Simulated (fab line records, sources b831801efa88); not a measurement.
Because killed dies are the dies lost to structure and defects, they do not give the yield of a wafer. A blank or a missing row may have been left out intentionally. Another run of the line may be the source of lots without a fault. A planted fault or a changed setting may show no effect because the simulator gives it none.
Which tool is to blame? || flow sky130 || 7 lots, 21 wafers sampled, at 3 steps of a route of 708

## WHAT THE GAUGES READ, wafer by wafer
SKY_GATE_OXIDE_OVL_MEAS_10.
{"lot": "L787", "measured": "day 15 16:59", "on": "overlay-02", "GATE_OXIDE_OVL (nm)": "1.7 1.2 -0.5"}
{"lot": "L790", "measured": "day 16 22:01", "on": "overlay-02", "GATE_OXIDE_OVL (nm)": "-0.3 0.0 -1.5"}
{"lot": "L791", "measured": "day 17 15:47", "on": "overlay-01", "GATE_OXIDE_OVL (nm)": "-0.2 -1.9 -2.1"}
{"lot": "L798", "measured": "day 19 14:41", "on": "overlay-02", "GATE_OXIDE_OVL (nm)": "-0.2 -1.4 -1.0"}
{"lot": "L800", "measured": "day 19 23:50", "on": "overlay-01", "GATE_OXIDE_OVL (nm)": "-115.6 -116.0 -117.7"}
{"lot": "L803", "measured": "day 20 17:47", "on": "overlay-01", "GATE_OXIDE_OVL (nm)": "-117.3 -118.7 -117.7"}
{"lot": "L805", "measured": "day 21 20:03", "on": "overlay-02", "GATE_OXIDE_OVL (nm)": "-116.6 -115.6 -115.2"}

## WHICH TOOL RAN EACH LOT (tool, then ch and the chambers of the sampled wafers, then the start)
{"lot": "L787", "SKY_VT_ADJUST_PCH_STRIP_09": "plasmaAsher-02 ch 0,1, day 12 01:34", "SKY_GATE_OXIDE_EXPOSE_07": "ilineStepper-02 ch 0, day 15 03:40"}
{"lot": "L790", "SKY_VT_ADJUST_PCH_STRIP_09": "plasmaAsher-02 ch 0,1, day 13 05:46", "SKY_GATE_OXIDE_EXPOSE_07": "ilineStepper-02 ch 0, day 16 08:13"}
{"lot": "L791", "SKY_VT_ADJUST_PCH_STRIP_09": "plasmaAsher-01 ch 0,1, day 13 15:05", "SKY_GATE_OXIDE_EXPOSE_07": "ilineStepper-02 ch 0, day 17 02:27"}
{"lot": "L798", "SKY_VT_ADJUST_PCH_STRIP_09": "plasmaAsher-02 ch 0,1, day 15 08:12", "SKY_GATE_OXIDE_EXPOSE_07": "ilineStepper-01 ch 0, day 18 23:10"}
{"lot": "L800", "SKY_VT_ADJUST_PCH_STRIP_09": "plasmaAsher-01 ch 0,1, day 15 21:31", "SKY_GATE_OXIDE_EXPOSE_07": "ilineStepper-01 ch 0, day 19 09:14"}
{"lot": "L803", "SKY_VT_ADJUST_PCH_STRIP_09": "plasmaAsher-02 ch 0,1, day 16 18:07", "SKY_GATE_OXIDE_EXPOSE_07": "ilineStepper-01 ch 0, day 20 02:19"}
{"lot": "L805", "SKY_VT_ADJUST_PCH_STRIP_09": "plasmaAsher-01 ch 0,1, day 17 16:42", "SKY_GATE_OXIDE_EXPOSE_07": "ilineStepper-01 ch 0, day 21 04:46"}
- SKY_VT_ADJUST_PCH_STRIP_09: strips in O2/N2.
- SKY_GATE_OXIDE_EXPOSE_07: exposes mask LVOM, target cd 600 nm.

## THE ANSWER, worked out from the rows above alone
Rule: the usual values come from the lots themselves. Put in order of their means at a reading, lots are off if they are a third of the lots or fewer, leave a main group of 4 or more, and stand apart from it by a gap of 3 or more times the standard deviation of the main group's means; of several such gaps the widest counts. If all means in a main group match to the digits the tables above print for the reading, that group is not used. A lot without any number at a reading at which 4 lots or more have one is off too. All remaining lots with rows at the step are treated as sound.
Nothing can be told from this: no lot is off at any reading shown.

## WHAT THE SIMULATOR PUT IN
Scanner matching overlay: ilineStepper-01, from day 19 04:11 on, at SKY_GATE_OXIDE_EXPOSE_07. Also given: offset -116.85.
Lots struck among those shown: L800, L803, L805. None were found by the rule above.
